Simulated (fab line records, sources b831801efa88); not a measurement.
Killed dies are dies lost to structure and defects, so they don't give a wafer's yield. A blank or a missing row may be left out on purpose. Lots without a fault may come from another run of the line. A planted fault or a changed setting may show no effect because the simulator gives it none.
Which tool did it? | flow sky130 | 12 lots, 35 wafers sampled, at 5 steps of a route of 708

WHAT THE GAUGES READ, wafer by wafer
SKY_LOCAL_INTERCONNECT_THK_MEAS_02: measures by xrf.
lot  | measured     | on            | LOCAL_INTERCONNECT_TIN_THK (nm)
L501 | day 28 22:54 | film_metro-04 | 99.3 99.2 98.1
L502 | day 29 01:13 | film_metro-01 | 99.6 99.5 99.0
L503 | day 29 17:20 | film_metro-04 | 99.3 99.9 97.9
L506 | day 30 15:12 | film_metro-01 | 100.0 98.8 99.5
L508 | day 31 13:23 | film_metro-03 | 97.3 97.7 97.4
L510 | day 33 06:08 | film_metro-03 | 98.7 100.1 99.1
L511 | day 33 06:34 | film_metro-01 | 98.2 99.3 98.8
L512 | day 33 16:38 | film_metro-01 | 99.1 99.2 99.6
L513 | day 34 02:15 | film_metro-01 | 100.2 99.1 100.1
L515 | day 34 07:28 | film_metro-03 | 97.4 97.9 98.7
L518 | day 34 22:35 | film_metro-01 | 97.7 98.0
L524 | day 36 11:13 | film_metro-03 | 99.1 99.1 100.0

SKY_CONTACT_OVL_MEAS_15.
lot  | measured     | on         | CONTACT_OVL (nm)
L501 | day 31 08:14 | overlay-01 | -4 -3 -4
L502 | day 31 10:11 | overlay-02 | -13 1 -9
L503 | day 32 01:25 | overlay-01 | -7 -1 -11
L506 | day 32 22:38 | overlay-01 | -4 -11 -11
L508 | day 33 21:12 | overlay-02 | -3 -10 -6
L510 | day 35 11:32 | overlay-02 | -4 -1 1
L511 | day 35 11:44 | overlay-01 | -3 -4 0
L512 | day 35 21:50 | overlay-01 | -3 2 -1
L513 | day 36 07:45 | overlay-01 | -7 0 -5
L515 | day 36 12:28 | overlay-01 | 1 -2 -6
L518 | day 37 04:17 | overlay-01 | 1 -5
L524 | day 38 16:02 | overlay-02 | 2 0 0

SKY_VIA1_CD_MEAS_12: target cd 150 nm.
lot  | measured     | on        | cd_nm (nm)
L501 | day 33 17:39 | cd_sem-01 | 148.6 150.5 149.3
L502 | day 33 20:25 | cd_sem-01 | 147.5 150.8 148.1
L503 | day 34 09:35 | cd_sem-01 | 150.3 150.2 151.0
L506 | day 35 05:16 | cd_sem-01 | 148.2 149.7 147.6
L508 | day 36 04:37 | cd_sem-01 | 145.7 147.5 147.7
L510 | day 37 18:01 | cd_sem-02 | 149.6 148.7 148.4
L511 | day 37 19:07 | cd_sem-02 | 149.7 152.5 151.6
L512 | day 38 03:44 | cd_sem-02 | 149.1 152.5 152.9
L513 | day 38 13:25 | cd_sem-01 | 149.0 148.7 96.1
L515 | day 38 17:26 | cd_sem-01 | 149.4 149.6 150.1
L518 | day 39 10:28 | cd_sem-01 | 152.1 100.5
L524 | day 40 20:41 | cd_sem-02 | 152.2 151.7 152.9

WHICH TOOL RAN EACH LOT (tool, then ch and the chambers of the sampled wafers, then the start)
lot  | SKY_METAL1_DESCUM_17              | SKY_VIA1_EXPOSE_09
L501 | rie_metal-04 ch 0,1, day 32 13:46 | krf_scanner-01 ch 0, day 33 04:40
L502 | rie_metal-02 ch 0, day 32 15:36   | krf_scanner-02 ch 0, day 33 07:43
L503 | rie_metal-03 ch 0,1, day 33 06:46 | krf_scanner-02 ch 0, day 33 20:58
L506 | rie_metal-03 ch 0,1, day 34 02:22 | krf_scanner-01 ch 0, day 34 16:49
L508 | rie_metal-04 ch 0,1, day 35 00:54 | krf_scanner-02 ch 0, day 35 15:38
L510 | rie_metal-03 ch 0,1, day 36 15:10 | krf_scanner-02 ch 0, day 37 05:08
L511 | rie_metal-04 ch 0,1, day 36 16:19 | krf_scanner-01 ch 0, day 37 06:13
L512 | rie_metal-02 ch 0,1, day 37 01:24 | krf_scanner-01 ch 0, day 37 15:35
L513 | rie_metal-02 ch 0,1, day 37 10:22 | krf_scanner-01 ch 0, day 38 00:34
L515 | rie_metal-04 ch 0,1, day 37 15:19 | krf_scanner-02 ch 0, day 38 05:22
L518 | rie_metal-04 ch 0,1, day 38 07:40 | krf_scanner-01 ch 0, day 38 22:17
L524 | rie_metal-02 ch 0,1, day 39 19:06 | krf_scanner-02 ch 0, day 40 08:32
- SKY_METAL1_DESCUM_17: chemistry O2, time 8 s.
- SKY_VIA1_EXPOSE_09: exposes mask VIM, target cd 150 nm.

WHAT THE TOOLS THEMSELVES READ (means of the sampled wafers that have a number; where no wafer has one, the mark that the record gives instead)
SKY_METAL1_DESCUM_17.
lot  | tool         | chamber_pressure_mTorr (mTorr) | drypump_motor_current_A (A) | he_backside_leak_sccm (sccm) | oes_product_au (a.u.)
L501 | rie_metal-04 | 9.993                          | 6.0                         | 3.43                         | 1.013
L502 | rie_metal-02 | 9.995                          | 4.7                         | 3.24                         | 1.000
L503 | rie_metal-03 | 10.000                         | 6.1                         | 3.24                         | 1.000
L506 | rie_metal-03 | 9.990                          | 6.2                         | 3.12                         | 0.999
L508 | rie_metal-04 | 10.005                         | 6.0                         | 3.43                         | 1.018
L510 | rie_metal-03 | 10.008                         | 6.1                         | 3.39                         | 0.997
L511 | rie_metal-04 | 10.006                         | 5.9                         | 3.46                         | 1.011
L512 | rie_metal-02 | 10.000                         | 5.0                         | 3.37                         | 0.995
L513 | rie_metal-02 | 9.997                          | 5.2                         | 3.59                         | 0.993
L515 | rie_metal-04 | 10.011                         | 6.0                         | 3.42                         | 1.021
L518 | rie_metal-04 | 10.005                         | 5.9                         | 3.46                         | 1.014
L524 | rie_metal-02 | 9.999                          | 5.0                         | 3.44                         | 0.995

THE ANSWER, worked out from the rows above alone
Rule: what is usual is taken from the lots themselves. Put in order of their means at a reading, lots are off if they are a third of the lots or fewer, leave a main group of 4 or more, and stand apart from it by a gap of 3 or more times the standard deviation of the main group's means; of several such gaps the widest counts. A main group whose means are all the same, to the digits that the tables above print for the reading, isn't used. A lot without any number at a reading at which 4 lots or more have one is off too. The other lots that the step has rows for count as sound. The gauges are gone through in route order, then the tools' own readings, and for those a lot's mean is taken as printed above. The first step at which some lot is off is used, and at that step the reading that is off furthest; a lot without a number counts as furthest.
Off: L513, L518, at SKY_VIA1_CD_MEAS_12 (cd_nm). The main group: mean 149.8 nm, standard deviation 1.5.
A tool fits if, at a process step before that reading, it ran every lot that is off, and no sound lot after the first of them. The gauges at SKY_VIA1_CD_MEAS_12 are tried like those tools. One fits: krf_scanner-01 at SKY_VIA1_EXPOSE_09. Its last sound lot is L512 (day 37 15:35), its first lot that is off L513 (day 38 00:34): a fault that began between those two fits.

WHAT THE SIMULATOR HAD PUT IN
Process parameter drift: krf_scanner-01, from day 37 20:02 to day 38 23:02, at SKY_VIA1_EXPOSE_09. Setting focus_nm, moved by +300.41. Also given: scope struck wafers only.
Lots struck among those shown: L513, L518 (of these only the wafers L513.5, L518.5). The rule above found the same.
